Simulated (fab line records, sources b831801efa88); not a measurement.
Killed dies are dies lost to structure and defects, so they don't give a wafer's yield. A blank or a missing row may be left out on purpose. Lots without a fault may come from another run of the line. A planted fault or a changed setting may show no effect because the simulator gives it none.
fab line records | flow gf180mcu
record lots=7 wafers=19 last_day=33
route steps=602 shown M4@468 V4@476 MIM@503
lots that met no fault: from a run of the same line without faults
start_h: hours from the record's first day to the start of the lot's first wafer shown | wait_h: hours since the lot's step before | " the same as in the row above | L1.1+2: a row that stands for several wafers | - no value, or no start given | * or withheld: withheld | < > ~ a bound
route shown NAME@n: a module of which the file shows steps, and the number in the route of the first | usual: mean/standard deviation of fault-free wafers | same: alike in all rows | chamber/n: place in a boat | sites: the reading at each site | _std_site: their standard deviation | _edge_site: outer sites' mean less inner sites' | radius_mm: how far each site lies from the wafer's centre | mask NAME#n: copy n | behind: the tool/chamber that last shaped the wafer | hold: why the lot was held/for how many hours/how that ended | device: the transistor (n, p or np) that didn't switch | end of line: the same wafers' tests at the end of the route | a step without rows: its recipe alone | killed: dies lost to structure and defects at the first sort, not the wafer's yield | map: a wafer's dies, x killed, . not, _ none there
set.NAME: the setting as run; set.NAME@STEP: as run at that earlier step | model.NAME: the simulator's own value behind a step, which no gauge read
lots at some steps of the route; a table a step, a row a wafer
services: from which hour (start_h, from the record's first day; less than 0 if before it) a tool's chamber was out of use, for how many hours, and why
## steps
# step GF_M4_PEB_12
# recipe peb_temp_c=135 peb_time_s=90 resist=KrF
# step GF_M4_DEVELOP_13
# recipe develop_time_s=60 dev_temp_c=21
# step GF_M4_CD_MEAS_14
# recipe target_cd_nm=280
# usual cd_nm=280.3/1
# columns lot.wafer tool chamber start_h wait_h cd_nm
L233.2 cd_sem-02 - 553.55 0.1 281.6
L233.4 " - " " 281.4
L233.5 " - " " 282.0
L237.1 cd_sem-02 - 562.18 0.1 279.5
L237.2 " - " " 279.2
L237.5 " - " " 280.4
L238.1 cd_sem-02 - 569.24 0.1 278.7
L238.5 " - " " 278.1
L239.2 cd_sem-02 - 578.65 0.1 279.2
L239.5 " - " " 279.5
L239.6 " - " " 279.6
L240.4 cd_sem-02 - 582.15 0.1 279.1
L240.5 " - " " 279.7
L252.2 cd_sem-01 - 684.95 0.1 280.0
L252.3 " - " " 279.6
L252.4 " - " " 280.1
L253.1 cd_sem-01 - 689.80 0.2 279.7
L253.5 " - " " 278.7
L253.6 " - " " 280.6
# step GF_M4_OVL_MEAS_15
# usual M4_OVL=-3/4.9
# columns lot.wafer tool chamber start_h wait_h M4_OVL[nm]
L233.2 overlay-02 - 553.65 0.1 3
L233.4 " - " " -2
L233.5 " - " " -8
L237.1 overlay-02 - 562.30 0.1 -8
L237.2 " - " " -5
L237.5 " - " " -8
L238.1 overlay-02 - 569.36 0.1 -8
L238.5 " - " " -8
L239.2 overlay-01 - 578.76 0.1 -3
L239.5 " - " " -6
L239.6 " - " " -7
L240.4 overlay-02 - 582.22 0.1 0
L240.5 " - " " -8
L252.2 overlay-01 - 685.06 0.1 0
L252.3 " - " " 0
L252.4 " - " " -1
L253.1 overlay-02 - 689.92 0.1 -5
L253.5 " - " " -8
L253.6 " - " " -3
# step GF_M4_METAL_ETCH_16
# recipe chemistry=Cl2/BCl3 mask_material=KrF target_depth_nm=750.8 stop_on=SiO2 pressure_mtorr=8 icp_w=800 bias_w=140 Cl2_flow_sccm=80 bcl3_flow_sccm=40 time_s=125.1
# usual drypump_motor_current_A=6.2/0.38 oes_product_au=0.991/0.0077 throttle_valve_pct=28.229/0.011
# columns lot.wafer tool chamber start_h wait_h drypump_motor_current_A oes_product_au rf_hours_counter_h throttle_valve_pct
L233.2 rie_metal-04 0 553.68 0.0 5.8 0.993 2 28.232
L233.4 " 0 " " 5.9 0.993 - 28.216
L233.5 " 0 " " 5.9 0.993 - 28.215
L237.1 rie_metal-01 0 562.34 0.0 6.4 0.983 7 28.225
L237.2 " 0 " " 6.4 0.979 - 28.228
L237.5 " 0 " " 6.4 0.988 - 28.236
L238.1 rie_metal-02 1 569.39 0.0 6.6 0.989 3 28.230
L238.5 " 1 " " 6.6 0.991 - 28.229
L239.2 rie_metal-04 1 578.79 0.0 6.5 0.986 12 28.240
L239.5 " 0 " " 5.8 0.995 - 28.210
L239.6 " 1 " " 6.6 0.983 - 28.257
L240.4 rie_metal-04 0 582.28 0.1 5.9 0.992 - 28.233
L240.5 " 1 " " 6.6 0.979 - 28.232
L252.2 rie_metal-04 0 685.13 0.1 5.9 1.001 - 28.233
L252.3 " 0 " " 5.9 0.993 - 28.223
L252.4 " 0 " " 5.9 0.998 - 28.226
L253.1 rie_metal-01 1 689.96 0.0 6.6 0.985 4 28.233
L253.5 " 1 " " 6.6 0.996 - 28.230
L253.6 " 0 " " 6.3 0.994 - 28.244
# step GF_M4_STRIP_17
# recipe chemistry=O2/N2 power_w=1400 pressure_mtorr=1500 platen_temp_c=250 o2_flow_sccm=3000 n2_flow_sccm=300 overash_fraction=0.5
# usual drypump_motor_current_A=5.6/0.48 heater_power_w=320/20 oes_product_au=0.537/0.0052 strip_time_to_endpoint_s=7.38/0.071
# columns lot.wafer tool chamber start_h wait_h drypump_motor_current_A heater_power_w oes_product_au rf_hours_counter_h strip_time_to_endpoint_s
L233.2 plasma_asher-01 0 553.81 0.1 5.2 308 0.539 79 7.42
L233.4 " 0 " " 5.2 314 0.536 - 7.38
L233.5 " 1 " " 5.0 289 0.534 - 7.36
L237.1 plasma_asher-01 1 562.60 0.2 5.0 289 0.536 80 7.41
L237.2 " 0 " " 5.2 313 0.544 80 7.41
L237.5 " 1 " " 4.9 289 0.539 - 7.41
L238.1 plasma_asher-03 1 569.52 0.1 6.0 358 0.538 91 7.37
L238.5 " 1 " " 6.0 337 0.546 - 7.35
L239.2 plasma_asher-03 0 578.92 0.1 6.1 343 0.543 92 7.47
L239.5 " 0 " " 6.1 336 0.545 - 7.38
L239.6 " 1 " " 6.0 345 0.541 - 7.47
L240.4 plasma_asher-01 0 582.40 0.1 5.2 315 0.542 - 7.42
L240.5 " 1 " " 5.0 287 0.545 - 7.48
L252.2 plasma_asher-03 0 685.35 0.2 6.1 345 0.537 102 7.35
L252.3 " 1 " " 6.0 354 0.533 - 7.35
L252.4 " 0 " " 6.1 338 0.532 - 7.32
L253.1 plasma_asher-01 0 690.09 0.1 5.2 304 0.530 94 7.36
L253.5 " 1 " " 5.0 292 0.539 - 7.35
L253.6 " 0 " " 5.2 321 0.535 - 7.48
# step GF_M4_STRIP_18
# recipe chemistry=post_etch_residue_remover time_s=1200 temp_c=72.5
# step GF_M4_CLEAN_19
# recipe chemistry=DIW dry=n2_spin
# step GF_V4_CVD_00
# recipe material=SiO2 target_thk_nm=600 sigma_open_frac=0.3 temp_c=400 time_s=100 sih4_flow_sccm=60 pressure_mtorr=6
# step GF_V4_THK_MEAS_01
# recipe reads=SiO2_of_V4_CVD_00
# usual V4_CVD_00_THK=601/8.4
# columns lot.wafer tool chamber start_h wait_h V4_CVD_00_THK[nm]
L233.2 film_metro-02 - 554.44 0.0 606
L233.4 " - " " 606
L233.5 " - " " 584
L237.1 film_metro-03 - 563.20 0.0 609
L237.2 " - " " 608
L237.5 " - " " 593
L238.1 film_metro-02 - 570.13 0.0 598
L238.5 " - " " 601
L239.2 film_metro-03 - 579.53 0.0 609
L239.5 " - " " 609
L239.6 " - " " 587
L240.4 film_metro-03 - 583.01 0.0 599
L240.5 " - " " 596
L252.2 film_metro-02 - 685.96 0.0 605
L252.3 " - " " 595
L252.4 " - " " 594
L253.1 film_metro-03 - 690.69 0.0 602
L253.5 " - " " 601
L253.6 " - " " 594
# step GF_V4_CVD_02
# recipe material=SiO2 target_thk_nm=850 precursor=TEOS temp_c=400 time_s=94.851 rf_w=600
# usual heater_power_w=672/97
# columns lot.wafer tool chamber start_h wait_h heater_power_w
L233.2 pecvd-01 0 554.49 0.0 491
L233.4 " 2 " " 766
L233.5 " 1 " " 718
L237.1 pecvd-02 2 563.26 0.1 668
L237.2 " 0 " " 684
L237.5 " 0 " " 729
L238.1 pecvd-01 2 570.19 0.1 684
L238.5 " 0 " " 509
L239.2 pecvd-02 0 579.58 0.0 762
L239.5 " 0 " " 627
L239.6 " 1 " " 827
L240.4 pecvd-02 0 583.07 0.1 724
L240.5 " 2 " " 797
L252.2 pecvd-02 2 686.01 0.0 789
L252.3 " 1 " " 701
L252.4 " 0 " " 550
L253.1 pecvd-02 2 690.75 0.1 687
L253.5 " 0 " " 632
L253.6 " 1 " " 745
# step GF_V4_THK_MEAS_03
# recipe reads=SiO2_of_V4_CVD_02
# usual V4_CVD_02_THK=847/13
# columns lot.wafer tool chamber start_h wait_h V4_CVD_02_THK[nm]
L233.2 film_metro-01 - 554.57 0.0 838
L233.4 " - " " 834
L233.5 " - " " 830
L237.1 film_metro-02 - 563.33 0.0 833
L237.2 " - " " 839
L237.5 " - " " 846
L238.1 film_metro-01 - 570.26 0.0 824
L238.5 " - " " 837
L239.2 film_metro-02 - 579.66 0.0 832
L239.5 " - " " 847
L239.6 " - " " 861
L240.4 film_metro-03 - 583.14 0.0 839
L240.5 " - " " 832
L252.2 film_metro-03 - 686.09 0.0 836
L252.3 " - " " 846
L252.4 " - " " 861
L253.1 film_metro-01 - 690.82 0.0 827
L253.5 " - " " 875
L253.6 " - " " 855
# step GF_V4_CMP_04
# recipe material=SiO2 down_force_psi=4 platen_rpm=60 pad_velocity_m_s=0.94248
# usual motor_current_A=12.3/1.1 time_to_endpoint_s=78/6.5
# columns lot.wafer tool chamber start_h wait_h motor_current_A time_to_endpoint_s model.SiO2_of_V4_CVD_02.thk_nm
L233.2 cmp-02 2 554.62 0.0 11.5 75 632
L233.4 " 0 " " 11.7 77 634
L233.5 " 3 " " 14.0 66 632.7
L237.2 cmp-02 3 563.39 0.0 15.2 68 631
L237.1 " 0 " " 11.7 72 635
L237.5 " 0 " " 11.5 79 633.4
L238.1 cmp-02 2 570.47 0.2 11.4 45 694.6
L238.5 " 3 " " 14.9 48 694.7
L239.2 cmp-02 1 580.19 0.5 13.8 70 631.1
L239.6 " 0 " " 12.2 85 632.6
L239.5 " 1 " " 12.2 53 695.2
L240.4 cmp-02 2 583.19 0.0 11.8 71 631.3
L240.5 " 2 " " 11.3 47 693.3
L252.2 cmp-01 1 686.14 0.0 13.4 72 632.8
L252.4 " 3 " " 11.3 86 634.4
L252.3 " 0 " " 12.5 77 632.6
L253.1 cmp-02 2 691.03 0.2 11.7 73 633.1
L253.5 " 3 " " 14.9 84 632.3
L253.6 " 0 " " 12.3 87 634.3
# step GF_V4_BOW_MEAS_05
# recipe mode=bow
# usual V4_BOW=132/11
# columns lot.wafer tool chamber start_h wait_h hold V4_BOW[um]
L233.2 film_metro-01 - 554.94 0.3 - 124
L233.4 " - " " - 139
L233.5 " - " " - 130
L237.1 film_metro-03 - 563.69 0.2 - 124
L237.2 " - " " - 123
L237.5 " - " " - 121
L238.1 film_metro-01 - 570.62 0.1 await_dispo/0.2h/release 137
L238.5 " - " " await_dispo/0.2h/release 135
L238.1 film_metro-01 - 570.91 0.3 - -
L238.5 " - " " - -
L239.2 film_metro-01 - 580.46 0.2 await_dispo/0.2h/release 144
L239.5 " - " " await_dispo/0.2h/release 156
L239.6 " - " " await_dispo/0.2h/release 130
L239.2 film_metro-01 - 580.74 0.3 - -
L239.5 " - " " - -
L239.6 " - " " - -
L240.4 film_metro-02 - 583.55 0.3 await_dispo/0.2h/release 125
L240.5 " - " " await_dispo/0.2h/release 128
L240.4 film_metro-02 - 583.84 0.3 - -
L240.5 " - " " - -
L252.2 film_metro-01 - 686.46 0.3 - 154
L252.3 " - " " - 147
L252.4 " - " " - 142
L253.1 film_metro-02 - 691.18 0.1 - 154
L253.5 " - " " - 147
L253.6 " - " " - 148
# step GF_V4_HMDS_07
# recipe prime_time_s=60 prime_temp_c=120
# step GF_V4_COAT_08
# recipe resist=BARC temp_c=withheld time_s=withheld spin_rpm=withheld resist_thk_nm=withheld
# step GF_V4_COAT_09
# recipe resist=KrF spin_rpm=withheld resist_thk_nm=1000
# step GF_V4_SOFTBAKE_10
# recipe temp_c=130 time_s=60 resist=KrF
# step GF_V4_EXPOSE_11
# recipe mask_id=Via4 target_cd_nm=260 na=0.68 source_shape=conventional sigma_outer=0.6 dose_mj=38
# step GF_V4_PEB_12
# recipe peb_temp_c=135 peb_time_s=90 resist=KrF
# step GF_V4_DEVELOP_13
# recipe develop_time_s=60 resist=KrF dev_temp_c=21
# step GF_V4_CD_MEAS_14
# recipe target_cd_nm=260
# usual cd_nm=260.1/0.95
# columns lot.wafer tool chamber start_h wait_h cd_nm
L233.2 cd_sem-01 - 577.45 0.1 258.6
L233.4 " - " " 259.5
L233.5 " - " " 260.3
L237.1 cd_sem-02 - 585.83 0.1 261.3
L237.2 " - " " 261.0
L237.5 " - " " 261.1
L238.1 cd_sem-02 - 592.48 0.1 259.0
L238.5 " - " " 259.7
L239.2 cd_sem-02 - 602.45 0.1 259.9
L239.5 " - " " 261.1
L239.6 " - " " 260.9
L240.4 cd_sem-01 - 605.44 0.1 259.1
L240.5 " - " " 259.0
L252.2 cd_sem-02 - 705.95 0.1 262.5
L252.3 " - " " 261.7
L252.4 " - " " 261.2
L253.1 cd_sem-01 - 709.78 0.1 260.7
L253.5 " - " " 261.1
L253.6 " - " " 261.8
# step GF_V4_OVL_MEAS_15
# usual V4_OVL=2/5.2
# columns lot.wafer tool chamber start_h wait_h V4_OVL[nm]
L233.2 overlay-01 - 577.55 0.1 -6
L233.4 " - " " -8
L233.5 " - " " -7
L237.1 overlay-02 - 585.95 0.1 3
L237.2 " - " " 11
L237.5 " - " " 2
L238.1 overlay-02 - 592.60 0.1 -2
L238.5 " - " " -5
L239.2 overlay-02 - 602.56 0.1 10
L239.5 " - " " 10
L239.6 " - " " 2
L240.4 overlay-01 - 605.51 0.1 0
L240.5 " - " " -1
L252.2 overlay-01 - 706.06 0.1 3
L252.3 " - " " 7
L252.4 " - " " -3
L253.1 overlay-01 - 709.90 0.1 2
L253.5 " - " " 10
L253.6 " - " " -1
# step GF_V4_ETCH_16
# recipe chemistry=N2/H2 target_depth_a=withheld overetch_a=withheld time_s=withheld target=BARC ion_energy_ev=200 source_w=500 bias_w=100 pressure_mtorr=30 n2_flow_sccm=100 h2_flow_sccm=200
# usual drypump_motor_current_A=5.9/0.42 oes_product_au=0.855/0.0046 throttle_valve_pct=13.225/0.009
# columns lot.wafer tool chamber start_h wait_h drypump_motor_current_A oes_product_au throttle_valve_pct
L233.2 rie_diel-03 2 577.58 0.0 6.4 0.855 13.232
L233.4 " 0 " " 5.3 0.852 13.238
L233.5 " 2 " " 6.4 0.853 13.221
L237.1 rie_diel-04 0 585.99 0.0 5.0 0.857 13.223
L237.2 " 3 " " 5.6 0.855 13.216
L237.5 " 2 " " 6.4 0.846 13.215
L238.1 rie_diel-03 3 592.63 0.0 5.8 0.860 13.233
L238.5 " 1 " " 5.7 0.860 13.238
L239.2 rie_diel-04 0 602.59 0.0 5.1 0.854 13.224
L239.5 " 2 " " 6.4 0.844 13.222
L239.6 " 1 " " 6.0 0.858 13.222
L240.4 rie_diel-03 3 605.53 0.0 5.9 0.852 13.233
L240.5 " 3 " " 5.8 0.856 13.220
L252.2 rie_diel-03 0 706.09 0.0 5.3 0.854 13.216
L252.3 " 2 " " 6.4 0.846 13.219
L252.4 " 0 " " 5.3 0.861 13.217
L253.1 rie_diel-04 2 709.94 0.0 6.4 0.854 13.224
L253.5 " 1 " " 6.0 0.854 13.217
L253.6 " 2 " " 6.4 0.859 13.235
# step GF_V4_ETCH_17
# recipe chemistry=C4F8/O2/Ar mask_material=KrF target=SiO2 stop_on=TiN source_w=1500 bias_w=1200 pressure_mtorr=40 c4f8_flow_sccm=withheld O2_flow_sccm=6 Ar_flow_sccm=300 time_s=withheld target_depth_a=6300
# usual oes_product_au=0.855/0.0044
# columns lot.wafer tool chamber start_h wait_h oes_product_au model.etch.depth_nm model.V4.feature_depth_nm
L233.2 rie_diel-03 2 - - 0.859 632 632
L233.4 " 0 " " 0.853 634 634
L233.5 " 2 " " 0.853 632.7 632.7
L237.1 rie_diel-04 0 - - 0.859 635 635
L237.2 " 3 " " 0.849 631 631
L237.5 " 2 " " 0.858 633.4 633.4
L238.1 rie_diel-03 3 - - 0.898 694.6 694.6
L238.5 " 1 " " 0.899 694.7 694.7
L239.2 rie_diel-04 0 - - 0.848 631.1 631.1
L239.5 " 2 " " 0.899 695.2 695.2
L239.6 " 1 " " 0.859 632.6 632.6
L240.4 rie_diel-03 3 - - 0.856 631.3 631.3
L240.5 " 3 " " 0.896 693.3 693.3
L252.2 rie_diel-03 0 - - 0.861 632.8 632.8
L252.3 " 2 " " 0.860 632.6 632.6
L252.4 " 0 " " 0.854 634.4 634.4
L253.1 rie_diel-04 2 - - 0.852 633.1 633.1
L253.5 " 1 " " 0.854 632.3 632.3
L253.6 " 2 " " 0.859 634.3 634.3
# step GF_V4_STRIP_18
# recipe chemistry=O2/N2 power_w=1400 pressure_mtorr=1500 platen_temp_c=250 o2_flow_sccm=3000 n2_flow_sccm=300 overash_fraction=0.5
# usual drypump_motor_current_A=5.7/0.47 heater_power_w=332/41 oes_product_au=0.593/0.0048
# columns lot.wafer tool chamber start_h wait_h drypump_motor_current_A heater_power_w oes_product_au rf_hours_counter_h
L233.2 plasma_asher-01 1 577.71 - 5.0 285 0.596 82
L233.4 " 1 " " 5.0 299 0.591 -
L233.5 " 0 " " 5.2 316 0.597 -
L237.1 plasma_asher-01 0 586.12 - 5.2 318 0.583 83
L237.2 " 1 " " 5.0 297 0.594 83
L237.5 " 0 " " 5.2 305 0.587 -
L238.1 plasma_asher-04 1 592.76 - 6.0 314 0.582 18
L238.5 " 1 " " 6.0 324 0.593 -
L239.2 plasma_asher-02 1 602.72 - 6.0 327 0.588 46
L239.5 " 1 " " 6.0 332 0.584 -
L239.6 " 0 " " 6.2 418 0.593 -
L240.4 plasma_asher-04 1 605.69 - 6.0 326 0.590 -
L240.5 " 1 " " 5.9 324 0.590 -
L252.2 plasma_asher-04 0 706.28 - 6.0 321 0.597 30
L252.3 " 1 " " 6.0 317 0.597 -
L252.4 " 0 " " 6.0 314 0.594 -
L253.1 plasma_asher-04 0 710.06 - 6.0 318 0.587 31
L253.5 " 0 " " 6.0 315 0.588 -
L253.6 " 1 " " 6.0 316 0.590 -
# step GF_V4_STRIP_19
# recipe chemistry=post_etch_residue_remover time_s=1200 temp_c=72.5
# step GF_V4_CLEAN_20
# recipe chemistry=DIW dry=n2_spin
# step GF_V4_SPUTTER_21
# recipe material=Ti target_thk_nm=15 chamber_pressure_pa=5 power_w=2500 substrate_temp_c=200 time_s=80.02
# step GF_V4_SPUTTER_22
# recipe material=TiN target_thk_nm=10 chamber_pressure_pa=5 power_w=4000 time_s=40
# step GF_V4_CVD_23
# recipe material=W target_thk_nm=350 time_s=104.9 temp_c=400 pressure_torr=40
# step GF_V4_RS_MEAS_24
# recipe thk_meas_gauge=four-point-probe reads=W_of_V4_CVD_23+TiN_of_V4_SPUTTER_22+Ti_of_V4_SPUTTER_21
# usual V4_W_RS=0.324/0.0052
# columns lot.wafer tool chamber start_h wait_h V4_W_RS[ohm/sq]
L233.2 film_metro-01 - 578.48 0.1 0.329
L233.4 " - " " 0.327
L233.5 " - " " 0.328
L237.1 film_metro-01 - 586.89 0.1 0.322
L237.2 " - " " 0.315
L237.5 " - " " 0.321
L238.1 film_metro-01 - 593.52 0.1 0.327
L238.5 " - " " 0.327
L239.2 film_metro-02 - 603.51 0.1 0.328
L239.5 " - " " 0.322
L239.6 " - " " 0.321
L240.4 film_metro-02 - 606.47 0.1 0.322
L240.5 " - " " 0.321
L252.2 film_metro-02 - 707.05 0.1 0.328
L252.3 " - " " 0.321
L252.4 " - " " 0.329
L253.1 film_metro-03 - 710.82 0.1 0.334
L253.5 " - " " 0.327
L253.6 " - " " 0.337
# step GF_V4_THK_MEAS_25
# recipe thk_meas_gauge=xrf reads=W_of_V4_CVD_23
# usual V4_W_THK=349/8.2
# columns lot.wafer tool chamber start_h wait_h V4_W_THK[nm]
L233.2 film_metro-01 - 578.59 0.1 345
L233.4 " - " " 345
L233.5 " - " " 345
L237.1 film_metro-01 - 587.01 0.1 351
L237.2 " - " " 356
L237.5 " - " " 351
L238.1 film_metro-01 - 593.64 0.1 347
L238.5 " - " " 343
L239.2 film_metro-02 - 603.62 0.1 353
L239.5 " - " " 358
L239.6 " - " " 361
L240.4 film_metro-02 - 606.56 0.1 359
L240.5 " - " " 360
L252.2 film_metro-02 - 707.16 0.1 353
L252.3 " - " " 359
L252.4 " - " " 352
L253.1 film_metro-03 - 710.94 0.1 330
L253.5 " - " " 339
L253.6 " - " " 327
# step GF_V4_CMP_26
# recipe stop_on=SiO2 down_force_psi=3.5 platen_rpm=60 t_overpolish_s=15 target_thk_nm=0 pad_velocity_m_s=0.94248
# usual motor_current_A=11.4/1.1
# columns lot.wafer tool chamber start_h wait_h motor_current_A model.SiO2_of_V4_CVD_02.thk_nm
L233.2 cmp-02 2 578.64 0.0 10.9 628.3
L233.4 " 3 " " 13.4 630.2
L233.5 " 3 " " 13.1 628.9
L237.1 cmp-02 1 587.12 0.1 11.9 631.2
L237.2 " 3 " " 12.5 627.2
L237.5 " 1 " " 11.9 629.6
L238.1 cmp-01 0 593.75 0.1 11.9 690.8
L238.5 " 3 " " 10.7 690.9
L239.2 cmp-02 0 603.82 0.2 11.4 627.3
L239.6 " 1 " " 12.3 628.8
L239.5 " 2 " " 11.2 691.4
L240.4 cmp-02 0 606.69 0.1 10.6 627.5
L240.5 " 2 " " 10.5 689.5
L252.2 cmp-02 1 707.21 0.0 11.7 629
L252.4 " 2 " " 11.1 630.6
L252.3 " 0 " " 11.1 628.8
L253.1 cmp-02 3 711.00 0.1 13.4 629.3
L253.5 " 3 " " 12.7 628.5
L253.6 " 0 " " 10.6 630.5
# step GF_MIM_SPUTTER_00
# recipe material=Ti target_thk_nm=37.5 arriving_ion_energy_ev=80 substrate_temp_c=200 chamber_pressure_pa=2 power_w=4000 time_s=150
## services
# columns tool chamber start_h hours kind
cmp-02 - 558.71 1.0 repair
plasma_asher-03 - 559.38 4.4 pm
cmp-01 - 569.02 8.9 repair
rie_metal-01 1 573.44 2.7 repair
cmp-01 - 577.90 4.0 pm
rie_diel-03 - 587.30 1.1 repair
pecvd-02 - 591.12 14.0 pm
plasma_asher-01 - 609.81 0.4 repair
plasma_asher-04 - 626.95 0.8 repair
cmp-02 - 640.18 41.1 repair
rie_metal-01 - 646.72 2.8 pm
cmp-02 - 649.37 23.9 repair
rie_diel-03 - 651.52 2.8 pm
cmp-02 - 659.63 2.8 repair
rie_diel-03 1 665.86 4.1 repair
cmp-02 - 681.24 5.6 pm
rie_metal-04 1 681.58 9.1 repair
rie_diel-04 0 688.63 3.7 repair
rie_diel-03 3 691.79 5.9 repair
rie_diel-03 1 694.66 11.6 repair
rie_diel-04 2 697.97 2.3 repair
rie_diel-03 3 698.51 1.5 repair
rie_diel-03 3 704.15 8.3 repair
plasma_asher-01 - 710.91 4.3 pm
## key
first_sign step=GF_V4_CMP_04 reading=time_to_endpoint_s direction=down sigmas=4.5 usual=* struck=*
effect step=GF_V4_BOW_MEAS_05 reading=visit direction=added
effect step=GF_V4_ETCH_17 reading=oes_product_au direction=up sigmas=9.6 usual=0.855 struck=0.898
model_effect step=GF_V4_CMP_04 value=SiO2_of_V4_CVD_02.thk_nm without=631.2 struck=694.5
model_effect step=GF_V4_ETCH_17 value=etch.depth_nm without=631.2 struck=694.5
model_effect step=GF_V4_CMP_26 value=SiO2_of_V4_CVD_02.thk_nm without=627.4 struck=690.7
met_at GF_V4_CMP_04
struck_wafers L238.1,L238.5,L239.5,L240.5
sort_left_out L238.1,L238.5,L240.5
onset_between 563.39 570.47
fault kind=process_parameter_drift tool=cmp-02 chamber=- onset_h=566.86 steps=GF_V4_CMP_04 channel=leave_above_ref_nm offset=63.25 shape=step end_h=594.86 scope=struck_wafers_only acts_in=these_recipes_only stated=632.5
# sort_left_out: the simulated sort isn't trusted on such a fault, so these wafers' sort isn't shown, and their yield isn't known
